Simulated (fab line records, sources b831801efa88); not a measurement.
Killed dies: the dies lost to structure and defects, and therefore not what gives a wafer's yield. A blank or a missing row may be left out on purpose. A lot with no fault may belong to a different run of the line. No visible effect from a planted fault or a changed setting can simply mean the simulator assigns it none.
fab line records	flow sky130	part 1 of 2: steps 1 to 42 of 43
record: lots: 6	wafers: 18	last-day: 49
route steps=708 shown GATE_OXIDE@201 POLY_GATE@204 RES_PROTECT@206 LDD_N@237 PAD_OPEN@708
lots that met no fault: from a run of the same line without faults
start-h: hours from the record's opening day to when the first of the lot's shown wafers began	wait-h: time in hours since the lot's previous step	" identical to the entry in the row above	L1.1+2: a row that stands for several wafers	- no value, or no start given	* or withheld: withheld	< > ~ a bound
route shown NAME@n: names a module that has steps shown in the file, with the first one's number in the route	usual: mean/standard deviation of fault-free wafers	same: alike in all rows	chamber/n: place in a boat	sites: the reading at each site	_std_site: their standard deviation	_edge_site: the outer-site mean with the inner-site mean subtracted	radius-mm: how far each site lies from the wafer's centre	mask NAME#n: copy n	behind: tool/chamber where the wafer was last shaped	hold: why the lot went on hold/how many hours it stayed there/how the hold came to an end	device: transistor that didn't switch, given as n, p or np	end of line: at the end of the route, the tests of the same wafers	step lacking rows: just its recipe	killed: not the wafer's yield, but the dies lost to structure and defects at the first sort	map: a wafer's dies, x killed, . not, _ none there
set.NAME: setting as actually run; set.NAME@STEP: the setting as run at that earlier step	model.NAME: the simulator's own value behind a step, which no gauge read
lots at selected steps of the route; one table per step, one row per wafer
services: when a tool's chamber went out of use (start-h, in hours from the record's first day, below 0 if earlier), for how many hours, and the reason
== steps ==
step: SKY_GATE_OXIDE_TW_MEAS_14
usual: GATE_OXIDE_TW: 225.4/2.8
lot.wafer	tool	chamber	start-h	wait-h	GATE_OXIDE_TW
L349.1	film-metro-03	-	342.89	0.1	222.5
L349.5	"	-	"	"	224.2
L349.6	"	-	"	"	223.7
L353.1	film-metro-01	-	372.94	0.1	229.1
L353.3	"	-	"	"	228.4
L353.4	"	-	"	"	229.6
L357.3	film-metro-01	-	405.39	0.1	228.4
L357.4	"	-	"	"	229.4
L357.5	"	-	"	"	227.8
L360.2	film-metro-03	-	447.01	0.1	222.8
L360.4	"	-	"	"	223.9
L360.5	"	-	"	"	223.3
L361.1	film-metro-04	-	447.27	0.1	222.6
L361.2	"	-	"	"	223.4
L361.6	"	-	"	"	224.0
L362.1	film-metro-04	-	465.32	0.1	224.6
L362.2	"	-	"	"	224.0
L362.6	"	-	"	"	223.6
step: SKY_GATE_OXIDE_CLEAN_15
recipe: chemistry: SC1/SC2	mix: 1:4:20	temp-c: 70	time-s: 150	dry: n2-spin
step: SKY_GATE_OXIDE_OXIDATION_16
recipe: temp-c: 800	ambient: O2	idle-temp-c: 700	ramp-up-c-per-min: 10	ramp-down-c-per-min: 3	stabilise-s: 600	purge-s: 300	target-thk-a: 35.7	ox-time-s: 1915
step: SKY_POLY_GATE_CVD_00
recipe: material: poly-Si	target-thk-nm: 180	temp-c: 620	time-s: 720	pressure-mtorr: 200
step: SKY_POLY_GATE_THK_MEAS_01
recipe: reads: poly-Si_of_POLY_GATE_CVD_00
usual: POLY_GATE_CVD_00_THK: 180.6/1.8
lot.wafer	tool	chamber	start-h	wait-h	POLY_GATE_CVD_00_THK[nm]
L349.1	film-metro-01	-	346.04	0.0	179.4
L349.5	"	-	"	"	179.4
L349.6	"	-	"	"	179.0
L353.1	film-metro-01	-	382.81	0.0	180.0
L353.3	"	-	"	"	177.3
L353.4	"	-	"	"	178.0
L357.3	film-metro-04	-	410.32	0.0	178.5
L357.4	"	-	"	"	177.6
L357.5	"	-	"	"	177.9
L360.2	film-metro-01	-	449.85	0.0	182.1
L360.4	"	-	"	"	183.3
L360.5	"	-	"	"	183.4
L361.1	film-metro-04	-	451.04	0.0	179.1
L361.2	"	-	"	"	180.7
L361.6	"	-	"	"	179.4
L362.1	film-metro-04	-	468.94	0.0	180.9
L362.2	"	-	"	"	182.3
L362.6	"	-	"	"	181.4
step: SKY_RES_PROTECT_DEHYDRATE_00
recipe: temp-c: 200	time-s: 60
step: SKY_RES_PROTECT_HMDS_01
recipe: prime-time-s: 60	prime-temp-c: 120
step: SKY_RES_PROTECT_COAT_02
recipe: resist: NOVOLAK	spin-rpm: 3000	resist-thk-nm: 1140
step: SKY_RES_PROTECT_SOFTBAKE_03
recipe: temp-c: 90	time-s: 60	resist: NOVOLAK
step: SKY_RES_PROTECT_EXPOSE_04
recipe: mask-id: RPM	na: 0.6	source-shape: conventional	sigma-outer: 0.6	polarization: unpolarized	target-cd-nm: 1270	dose-mj: 131
step: SKY_RES_PROTECT_PEB_05
recipe: temp-c: withheld	time-s: *	resist: NOVOLAK
step: SKY_RES_PROTECT_DEVELOP_06
recipe: resist: NOVOLAK	developer: TMAH	develop-time-s: 60	dev-temp-c: 23
step: SKY_POLY_GATE_IMPLANT_02
recipe: species: P	energy-kev: 30	dose-cm2: 7.7e+15	tilt-deg: 0
usual: beam-energy-keV: 30.000/0.0094	faraday-current-uA: 11483/1300
lot.wafer	tool	chamber	start-h	wait-h	beam-energy-keV	faraday-current-uA
L349.1	implanter-03	0	373.10	0.1	30.010	10402
L349.5	"	0	"	"	30.013	9837
L349.6	"	0	"	"	30.011	10179
L353.1	implanter-03	0	411.78	0.1	30.000	10391
L353.3	"	0	"	"	30.008	10278
L353.4	"	0	"	"	30.008	10243
L357.3	implanter-03	0	440.26	0.1	29.993	10734
L357.4	"	0	"	"	30.015	10195
L357.5	"	0	"	"	29.996	9882
L360.2	implanter-03	0	480.10	0.1	29.995	10482
L360.4	"	0	"	"	29.999	10272
L360.5	"	0	"	"	29.987	10242
L361.1	implanter-03	0	481.78	0.1	29.988	9943
L361.2	"	0	"	"	29.994	10160
L361.6	"	0	"	"	29.987	10486
L362.1	implanter-02	0	499.25	0.1	30.015	12311
L362.2	"	0	"	"	30.001	12386
L362.6	"	0	"	"	30.007	12820
step: SKY_RES_PROTECT_STRIP_07
recipe: chemistry: O2/N2	power-w: 1400	pressure-mtorr: 1500	platen-temp-c: withheld	o2-flow-sccm: 3000	n2-flow-sccm: 300	overash-fraction: 0.5
usual: drypump-motor-current-A: 5.73/0.3	o2-flow-sccm: 3000/9.2	oes-product-au: 0.517/0.0047	strip-time-to-endpoint-s: 23.29/0.039
lot.wafer	tool	chamber	start-h	wait-h	drypump-motor-current-A	o2-flow-sccm	oes-product-au	rf-hours-counter-h	strip-time-to-endpoint-s
L349.1	plasma-asher-03	0	373.25	0.1	6.09	2992	0.515	67	23.30
L349.5	"	1	"	"	5.72	2993	0.518	-	23.35
L349.6	"	0	"	"	6.08	3003	0.516	-	23.34
L353.1	plasma-asher-01	1	411.93	0.1	5.28	3001	0.525	29	23.28
L353.3	"	0	"	"	5.78	2993	0.514	-	23.29
L353.4	"	1	"	"	5.28	2999	0.509	-	23.27
L357.3	plasma-asher-01	1	440.40	0.1	5.29	2995	0.519	-	23.25
L357.4	"	0	"	"	5.74	2989	0.521	-	23.27
L357.5	"	0	"	"	5.76	2991	0.519	-	23.24
L360.2	plasma-asher-02	0	480.23	0.1	6.12	3001	0.512	65	23.22
L360.4	"	0	"	"	6.13	3005	0.513	-	23.25
L360.5	"	0	"	"	6.13	3010	0.520	-	23.22
L361.1	plasma-asher-02	0	481.93	0.1	6.12	2983	0.520	65	23.35
L361.2	"	1	"	"	5.47	2994	0.518	65	23.29
L361.6	"	0	"	"	6.11	3003	0.515	-	23.30
L362.1	plasma-asher-01	1	499.40	0.1	5.30	3005	0.516	40	23.27
L362.2	"	0	"	"	5.78	3006	0.518	40	23.34
L362.6	"	0	"	"	5.75	3004	0.516	-	23.34
step: SKY_RES_PROTECT_TW_MEAS_08
usual: POLY_GATE_TW: 4089/41
lot.wafer	tool	chamber	start-h	wait-h	POLY_GATE_TW
L349.1	film-metro-02	-	373.35	0.1	4084
L349.5	"	-	"	"	4066
L349.6	"	-	"	"	4077
L353.1	film-metro-02	-	412.03	0.1	4073
L353.3	"	-	"	"	4097
L353.4	"	-	"	"	4055
L357.3	film-metro-03	-	440.48	0.1	4016
L357.4	"	-	"	"	4035
L357.5	"	-	"	"	4028
L360.2	film-metro-02	-	480.34	0.1	4093
L360.4	"	-	"	"	4095
L360.5	"	-	"	"	4090
L361.1	film-metro-01	-	482.03	0.1	4139
L361.2	"	-	"	"	4129
L361.6	"	-	"	"	4127
L362.1	film-metro-02	-	499.50	0.1	4092
L362.2	"	-	"	"	4099
L362.6	"	-	"	"	4090
step: SKY_RES_PROTECT_CLEAN_09
recipe: chemistry: SC1/SC2	mix: 1:4:20	temp-c: 70	time-s: 150	dry: n2-spin
step: SKY_POLY_GATE_CVD_03
recipe: material: Si3N4	precursor: DCS/NH3	target-thk-nm: 75	temp-c: 770	time-s: 1290	pressure-mtorr: 250
step: SKY_POLY_GATE_THK_MEAS_04
recipe: reads: Si3N4_of_POLY_GATE_CVD_03
usual: POLY_GATE_CVD_03_THK: 75.2/0.64
lot.wafer	tool	chamber	start-h	wait-h	POLY_GATE_CVD_03_THK[nm]
L349.1	film-metro-04	-	374.93	0.0	74.4
L349.5	"	-	"	"	74.3
L349.6	"	-	"	"	74.8
L353.1	film-metro-04	-	413.82	0.0	76.1
L353.3	"	-	"	"	75.7
L353.4	"	-	"	"	75.8
L357.3	film-metro-01	-	441.96	0.0	76.4
L357.4	"	-	"	"	75.9
L357.5	"	-	"	"	76.1
L360.2	film-metro-04	-	481.81	0.0	74.8
L360.4	"	-	"	"	74.5
L360.5	"	-	"	"	74.7
L361.1	film-metro-01	-	483.50	0.0	76.5
L361.2	"	-	"	"	76.0
L361.6	"	-	"	"	76.0
L362.1	film-metro-04	-	502.14	0.0	75.2
L362.2	"	-	"	"	75.1
L362.6	"	-	"	"	75.3
step: SKY_POLY_GATE_DEHYDRATE_05
recipe: temp-c: 200	time-s: 60
step: SKY_POLY_GATE_HMDS_06
recipe: prime-time-s: 60	prime-temp-c: 120
step: SKY_POLY_GATE_COAT_07
recipe: resist: BARC	temp-c: withheld	time-s: withheld	spin-rpm: 3000	resist-thk-nm: 110
step: SKY_POLY_GATE_COAT_08
recipe: resist: KrF-thick	spin-rpm: 3000	resist-thk-nm: 450
step: SKY_POLY_GATE_SOFTBAKE_09
recipe: temp-c: 100	time-s: 90	resist: KrF-thick
step: SKY_POLY_GATE_EXPOSE_10
recipe: mask-id: P1M	na: 0.68	source-shape: conventional	sigma-outer: 0.6	target-cd-nm: 150	dose-mj: 28
step: SKY_POLY_GATE_PEB_11
recipe: peb-temp-c: withheld	peb-time-s: withheld	resist: KrF-thick
step: SKY_POLY_GATE_DEVELOP_12
recipe: develop-time-s: 60	resist: KrF-thick	dev-temp-c: 21
step: SKY_POLY_GATE_CD_MEAS_13
recipe: target-cd-nm: 150
usual: cd-nm: 150.5/1.1
lot.wafer	tool	chamber	start-h	wait-h	cd-nm
L349.1	cd-sem-02	-	402.91	-	150.8
L349.5	"	-	"	"	150.3
L349.6	"	-	"	"	149.9
L353.1	cd-sem-01	-	444.65	-	149.7
L353.3	"	-	"	"	149.7
L353.4	"	-	"	"	151.2
L357.3	cd-sem-02	-	473.20	-	149.6
L357.4	"	-	"	"	150.1
L357.5	"	-	"	"	149.8
L360.2	cd-sem-01	-	512.72	-	150.6
L360.4	"	-	"	"	150.6
L360.5	"	-	"	"	151.5
L361.1	cd-sem-02	-	514.00	-	148.2
L361.2	"	-	"	"	149.0
L361.6	"	-	"	"	148.6
L362.1	cd-sem-02	-	532.86	-	150.1
L362.2	"	-	"	"	151.7
L362.6	"	-	"	"	149.5
step: SKY_POLY_GATE_OVL_MEAS_14
usual: POLY_GATE_OVL: 3/4.9
lot.wafer	tool	chamber	start-h	wait-h	POLY_GATE_OVL[nm]
L349.1	overlay-01	-	403.03	0.1	8
L349.5	"	-	"	"	0
L349.6	"	-	"	"	0
L353.1	overlay-02	-	444.77	0.1	1
L353.3	"	-	"	"	-2
L353.4	"	-	"	"	-4
L357.3	overlay-02	-	473.29	0.1	-4
L357.4	"	-	"	"	-3
L357.5	"	-	"	"	-6
L360.2	overlay-01	-	512.83	0.1	-1
L360.4	"	-	"	"	3
L360.5	"	-	"	"	2
L361.1	overlay-01	-	514.12	0.1	5
L361.2	"	-	"	"	4
L361.6	"	-	"	"	4
L362.1	overlay-02	-	532.98	0.1	2
L362.2	"	-	"	"	9
L362.6	"	-	"	"	6
step: SKY_POLY_GATE_ETCH_15
recipe: chemistry: N2/H2	target: BARC	ion-energy-ev: 200	source-w: 500	bias-w: 100	pressure-mtorr: 30	n2-flow-sccm: 100	h2-flow-sccm: 200	stop-on: SiO2	time-s: 118.5	target-depth-a: 1100
usual: bias-w: 99.97/0.3	drypump-motor-current-A: 5.8/0.41	h2-flow-sccm: 200.0/0.55	oes-product-au: 0.717/0.005	throttle-valve-pct: 13.213/0.0091
lot.wafer	tool	chamber	start-h	wait-h	bias-w	drypump-motor-current-A	h2-flow-sccm	oes-product-au	rf-hours-counter-h	throttle-valve-pct
L349.1	rie-diel-02	2	403.06	0.0	99.89	5.6	201.3	0.717	4	13.220
L349.5	"	0	"	"	100.22	6.0	199.7	0.711	-	13.222
L349.6	"	3	"	"	99.74	6.1	200.2	0.721	-	13.227
L353.1	rie-diel-01	0	444.81	0.0	100.08	5.5	199.8	0.710	95	13.220
L353.3	"	2	"	"	100.09	6.2	200.1	0.709	1	13.200
L353.4	"	3	"	"	99.64	4.7	200.3	0.718	6	13.211
L357.3	rie-diel-01	0	473.31	0.0	99.39	5.5	199.1	0.712	95	13.202
L357.4	"	1	"	"	100.07	6.0	199.9	0.720	67	13.213
L357.5	"	3	"	"	99.87	4.7	199.0	0.713	-	13.205
L360.2	rie-diel-02	1	512.86	0.0	100.59	5.7	200.1	0.703	9	13.215
L360.4	"	0	"	"	100.12	6.0	198.8	0.707	-	13.218
L360.5	"	3	"	"	100.34	6.1	201.2	0.713	-	13.226
L361.1	rie-diel-01	1	514.16	0.0	100.31	6.1	200.2	0.713	68	13.215
L361.2	"	3	"	"	99.50	4.7	200.7	0.716	8	13.203
L361.6	"	2	"	"	99.90	6.3	199.8	0.723	-	13.229
L362.1	rie-diel-03	1	533.02	0.0	99.57	6.0	199.9	0.715	18	13.222
L362.2	"	3	"	"	99.94	5.4	200.5	0.720	10	13.211
L362.6	"	1	"	"	99.62	6.0	199.8	0.711	-	13.204
step: SKY_POLY_GATE_ETCH_16
recipe: stop-on: poly-Si	chemistry: CH3F/O2	target: Si3N4	source-w: 400	bias-w: 80	pressure-mtorr: 25	ch3f-flow-sccm: 40	O2_flow_sccm: 30	time-s: 147.5	target-depth-a: 750
usual: bias-w: 80.01/0.22	drypump-motor-current-A: 5.8/0.41	oes-product-au: 0.641/0.0051	throttle-valve-pct: 10.537/0.0092
lot.wafer	tool	chamber	start-h	wait-h	bias-w	drypump-motor-current-A	oes-product-au	rf-hours-counter-h	throttle-valve-pct
L349.1	rie-diel-02	2	403.14	0.0	79.87	5.6	0.629	5	10.539
L349.5	"	0	"	"	79.76	6.0	0.639	-	10.557
L349.6	"	3	"	"	80.27	6.1	0.646	-	10.543
L353.1	rie-diel-01	0	444.89	0.0	80.10	5.5	0.636	95	10.540
L353.3	"	2	"	"	79.88	6.2	0.638	1	10.543
L353.4	"	3	"	"	79.94	4.7	0.636	6	10.539
L357.3	rie-diel-01	0	473.39	0.0	80.08	5.5	0.650	96	10.539
L357.4	"	1	"	"	79.91	6.0	0.634	67	10.532
L357.5	"	3	"	"	80.08	4.7	0.647	-	10.539
L360.2	rie-diel-02	1	512.94	0.0	80.13	5.7	0.640	9	10.542
L360.4	"	0	"	"	79.90	6.0	0.642	-	10.544
L360.5	"	3	"	"	79.89	6.0	0.637	-	10.538
L361.1	rie-diel-01	1	514.24	0.0	79.66	6.0	0.649	68	10.530
L361.2	"	3	"	"	80.08	4.7	0.645	8	10.524
L361.6	"	2	"	"	79.82	6.2	0.650	-	10.537
L362.1	rie-diel-03	1	533.10	0.0	80.15	6.0	0.646	18	10.540
L362.2	"	3	"	"	79.72	5.4	0.643	11	10.547
L362.6	"	1	"	"	80.06	6.0	0.641	-	10.524
step: SKY_POLY_GATE_ETCH_17
recipe: target-depth-nm: 180	stop-on: SiO2	over-etch-frac: 0.56667	chemistry: HBr/Cl2	target: poly-Si	icp-w: 400	bias-w: 100	pressure-mtorr: 10	HBr_flow_sccm: 150	Cl2_flow_sccm: 50	time-s: 70.5
usual: bias-w: 99.98/0.28	drypump-motor-current-A: 6.1/0.48	he-backside-leak-sccm: 2.7/0.3	oes-product-au: 0.990/0.0086	throttle-valve-pct: 33.685/0.0091
lot.wafer	tool	chamber	start-h	wait-h	bias-w	drypump-motor-current-A	he-backside-leak-sccm	oes-product-au	rf-hours-counter-h	throttle-valve-pct
L349.1	rie-si-02	0	403.24	0.0	99.54	6.4	2.2	0.978	4	33.678
L349.5	"	3	"	"	100.34	6.8	2.7	0.989	-	33.686
L349.6	"	0	"	"	99.59	6.4	2.6	0.986	-	33.686
L353.1	rie-si-01	2	444.99	0.0	99.40	5.2	2.9	0.994	50	33.679
L353.3	"	3	"	"	100.00	5.9	2.6	0.985	67	33.694
L353.4	"	1	"	"	99.75	6.6	3.1	0.980	47	33.690
L357.3	rie-si-01	3	473.49	0.0	99.67	5.9	2.5	0.987	0	33.677
L357.4	"	1	"	"	99.93	6.6	3.0	0.981	47	33.678
L357.5	"	2	"	"	99.97	5.2	3.0	0.985	-	33.675
L360.2	rie-si-01	3	513.04	0.0	100.54	5.9	2.7	0.981	0	33.679
L360.4	"	1	"	"	99.76	6.6	3.0	1.003	47	33.688
L360.5	"	1	"	"	99.61	6.6	2.9	1.001	-	33.695
L361.1	rie-si-02	0	514.34	0.0	99.64	6.4	2.6	0.993	5	33.688
L361.2	"	3	"	"	99.85	6.8	2.6	0.987	5	33.680
L361.6	"	2	"	"	100.40	5.9	2.5	0.982	-	33.686
L362.1	rie-si-01	3	533.20	0.0	100.18	5.9	2.8	0.991	0	33.674
L362.2	"	0	"	"	99.35	6.5	2.9	0.987	5	33.679
L362.6	"	0	"	"	100.02	6.5	2.8	0.990	-	33.686
step: SKY_POLY_GATE_STRIP_18
recipe: chemistry: O2/N2	power-w: 1400	pressure-mtorr: 1500	platen-temp-c: withheld	o2-flow-sccm: 3000	n2-flow-sccm: 300	overash-fraction: 0.5
usual: drypump-motor-current-A: 5.66/0.27	o2-flow-sccm: 3002/9	oes-product-au: 0.361/0.005	strip-time-to-endpoint-s: 3.15/0.047
lot.wafer	tool	chamber	start-h	wait-h	drypump-motor-current-A	o2-flow-sccm	oes-product-au	rf-hours-counter-h	strip-time-to-endpoint-s
L349.1	plasma-asher-04	1	403.30	0.0	5.94	2999	0.373	71	3.18
L349.5	"	1	"	"	5.95	2998	0.361	-	3.06
L349.6	"	0	"	"	5.48	3006	0.361	-	3.16
L353.1	plasma-asher-01	0	445.05	0.0	5.77	3008	0.366	34	3.13
L353.3	"	1	"	"	5.29	3016	0.363	-	3.12
L353.4	"	0	"	"	5.76	2998	0.361	-	3.11
L357.3	plasma-asher-01	1	473.58	0.1	5.31	3018	0.368	-	3.13
L357.4	"	0	"	"	5.77	3014	0.368	-	3.09
L357.5	"	1	"	"	5.30	3013	0.358	-	3.10
L360.2	plasma-asher-04	0	513.09	0.0	5.61	2990	0.359	80	3.13
L360.4	"	0	"	"	5.58	3000	0.356	-	3.10
L360.5	"	1	"	"	5.98	3014	0.361	-	3.06
L361.1	plasma-asher-04	1	514.40	0.0	5.97	2993	0.358	80	3.08
L361.2	"	0	"	"	5.51	2995	0.357	80	3.11
L361.6	"	1	"	"	5.96	2989	0.356	-	3.16
L362.1	plasma-asher-04	0	533.26	0.0	5.52	3006	0.356	82	3.13
L362.2	"	1	"	"	5.92	3008	0.362	82	3.15
L362.6	"	1	"	"	5.92	3010	0.356	-	3.13
step: SKY_POLY_GATE_CLEAN_19
recipe: chemistry: SC1/SC2	mix: 1:4:20	temp-c: 70	time-s: 150	dry: n2-spin
step: SKY_POLY_GATE_OXIDATION_20
recipe: temp-c: 850	ambient: O2	stabilise-s: 600	purge-s: 300	target-thk-a: 40	ox-time-s: 899
step: SKY_POLY_GATE_THK_MEAS_21
recipe: reads: SiO2_of_POLY_GATE_OXIDATION_20
usual: POLY_GATE_OXIDATION_THK: 3.98/0.075
lot.wafer	tool	chamber	start-h	wait-h	POLY_GATE_OXIDATION_THK[nm]
L349.1	film-metro-01	-	406.07	0.0	3.96
L349.5	"	-	"	"	3.97
L349.6	"	-	"	"	3.96
L353.1	film-metro-02	-	446.45	0.0	4.02
L353.3	"	-	"	"	3.96
L353.4	"	-	"	"	4.00
L357.3	film-metro-04	-	475.46	0.0	4.01
L357.4	"	-	"	"	4.08
L357.5	"	-	"	"	3.97
L360.2	film-metro-02	-	514.51	0.0	3.88
L360.4	"	-	"	"	3.91
L360.5	"	-	"	"	3.90
L361.1	film-metro-04	-	515.80	0.0	4.10
L361.2	"	-	"	"	4.12
L361.6	"	-	"	"	4.06
L362.1	film-metro-02	-	534.65	0.0	3.93
L362.2	"	-	"	"	3.85
L362.6	"	-	"	"	3.95
step: SKY_POLY_GATE_CD_MEAS_22
usual: cd-nm: 150/3.2
lot.wafer	tool	chamber	start-h	wait-h	cd-nm
L349.1	cd-sem-01	-	406.13	0.1	156
L349.5	"	-	"	"	144
L349.6	"	-	"	"	149
L353.1	cd-sem-02	-	446.51	0.1	149
L353.3	"	-	"	"	151
L353.4	"	-	"	"	151
L357.3	cd-sem-02	-	475.56	0.1	150
L357.4	"	-	"	"	148
L357.5	"	-	"	"	155
L360.2	cd-sem-02	-	514.59	0.1	150
L360.4	"	-	"	"	144
L360.5	"	-	"	"	149
L361.1	cd-sem-01	-	515.86	0.1	149
L361.2	"	-	"	"	148
L361.6	"	-	"	"	147
L362.1	cd-sem-01	-	534.71	0.1	153
L362.2	"	-	"	"	148
L362.6	"	-	"	"	151
step: SKY_LDD_N_DEHYDRATE_00
recipe: temp-c: 200	time-s: 60
step: SKY_LDD_N_HMDS_01
recipe: prime-time-s: 60	prime-temp-c: 120
step: SKY_LDD_N_COAT_02
recipe: resist: NOVOLAK	spin-rpm: 3000	resist-thk-nm: 300
step: SKY_LDD_N_SOFTBAKE_03
recipe: temp-c: 90	time-s: 60	resist: NOVOLAK
step: SKY_LDD_N_EXPOSE_04
recipe: mask-id: NTM	target-cd-nm: 840	na: 0.6	source-shape: conventional	sigma-outer: 0.6	dose-mj: 110
step: SKY_LDD_N_PEB_05
recipe: temp-c: withheld	time-s: *	resist: NOVOLAK
